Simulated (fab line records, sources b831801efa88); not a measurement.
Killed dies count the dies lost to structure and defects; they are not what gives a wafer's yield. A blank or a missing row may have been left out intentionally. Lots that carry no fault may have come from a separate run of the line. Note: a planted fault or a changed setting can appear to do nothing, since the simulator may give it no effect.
Which tool was responsible? | flow gf180mcu | Sampling: 11 lots, 33 wafers, 4 of 602 route steps

## WHAT THE GAUGES READ, wafer by wafer
GF_VT_IMPLANT_TW_MEAS_43.
lot  | measured     | on            | VT_IMPLANT_4_TW
L100 | day 7 10:53  | film_metro-03 | 683 686 679
L104 | day 8 13:30  | film_metro-02 | 700 700 699
L105 | day 8 23:14  | film_metro-03 | 687 684 693
L108 | day 9 19:34  | film_metro-04 | 693 693 691
L109 | day 10 02:20 | film_metro-02 | 697 702 696
L112 | day 10 20:14 | film_metro-04 | 688 690 688
L117 | day 12 07:32 | film_metro-03 | 533 537 536
L120 | day 13 01:45 | film_metro-02 | 694 696 698
L121 | day 13 09:23 | film_metro-03 | 686 685 689
L122 | day 13 15:01 | film_metro-02 | 696 693 691
L123 | day 14 03:14 | film_metro-03 | 682 685 688

## EACH LOT AND THE TOOL THAT RAN IT (in order: tool; ch and the chambers of the sampled wafers; start)
lot  | GF_VT_IMPLANT_STRIP_09               | GF_VT_IMPLANT_STRIP_31               | GF_VT_IMPLANT_STRIP_42
L100 | plasma_asher-01 ch 0,1, day 5 12:12  | plasma_asher-04 ch 0,1, day 6 18:29  | plasma_asher-03 ch 0,1, day 7 10:47
L104 | plasma_asher-03 ch 0,1, day 6 12:50  | plasma_asher-04 ch 0,1, day 7 20:59  | plasma_asher-01 ch 0,1, day 8 13:24
L105 | plasma_asher-03 ch 0,1, day 6 21:09  | plasma_asher-04 ch 0,1, day 8 06:32  | plasma_asher-03 ch 0,1, day 8 23:08
L108 | plasma_asher-03 ch 0,1, day 7 16:16  | plasma_asher-03 ch 0,1, day 9 02:02  | plasma_asher-04 ch 0,1, day 9 19:29
L109 | plasma_asher-03 ch 0,1, day 7 23:11  | plasma_asher-04 ch 0,1, day 9 08:38  | plasma_asher-04 ch 0,1, day 10 02:14
L112 | plasma_asher-04 ch 0,1, day 8 16:09  | plasma_asher-01 ch 0,1, day 10 02:38 | plasma_asher-03 ch 0,1, day 10 20:08
L117 | plasma_asher-03 ch 0, day 10 01:02   | plasma_asher-04 ch 0,1, day 11 13:03 | plasma_asher-01 ch 1, day 12 07:26
L120 | plasma_asher-04 ch 0,1, day 10 18:08 | plasma_asher-03 ch 0,1, day 12 06:42 | plasma_asher-01 ch 0,1, day 13 01:39
L121 | plasma_asher-03 ch 0,1, day 10 23:35 | plasma_asher-03 ch 0,1, day 12 13:20 | plasma_asher-03 ch 0,1, day 13 09:17
L122 | plasma_asher-01 ch 0,1, day 11 06:41 | plasma_asher-03 ch 0,1, day 12 19:07 | plasma_asher-04 ch 0,1, day 13 14:56
L123 | plasma_asher-01 ch 0,1, day 11 16:06 | plasma_asher-01 ch 0,1, day 13 06:50 | plasma_asher-04 ch 0,1, day 14 03:08
- GF_VT_IMPLANT_STRIP_09: strips in O2/N2.
- GF_VT_IMPLANT_STRIP_31: strips in O2/N2.
- GF_VT_IMPLANT_STRIP_42: strips in O2/N2.

## THE ANSWER, worked out from the rows above alone
Rule: what is usual is taken from the lots themselves. Put in order of their means at a reading, lots are off if they are a third of the lots or fewer, leave a main group of 4 or more, and stand apart from it by a gap of 3 or more times the standard deviation of the main group's means; of several such gaps the widest counts. Not used: any main group whose means are identical at the precision the tables above print for the reading. A lot without any number at a reading at which 4 lots or more have one is off too. All remaining lots with rows at the step are treated as sound.
Off: L117, at GF_VT_IMPLANT_TW_MEAS_43 (VT_IMPLANT_4_TW). Main group: mean 691, sd 5.5.
A tool fits if, at a process step before that reading, it ran every lot that is off, and no sound lot after the first of them. Those tools and the gauges at GF_VT_IMPLANT_TW_MEAS_43 are tried in the same way. One fits: GF_VT_IMPLANT_STRIP_31 on plasma_asher-04. Its last sound lot is L109 (day 9 08:38), its first lot that is off L117 (day 11 13:03): a fault that began between those two fits.

## WHAT THE SIMULATOR HAD INSERTED
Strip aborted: plasma_asher-04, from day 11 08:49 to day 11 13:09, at GF_VT_IMPLANT_STRIP_31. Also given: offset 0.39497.
Shown lots that were struck: L117. The rule above reached the same finding.
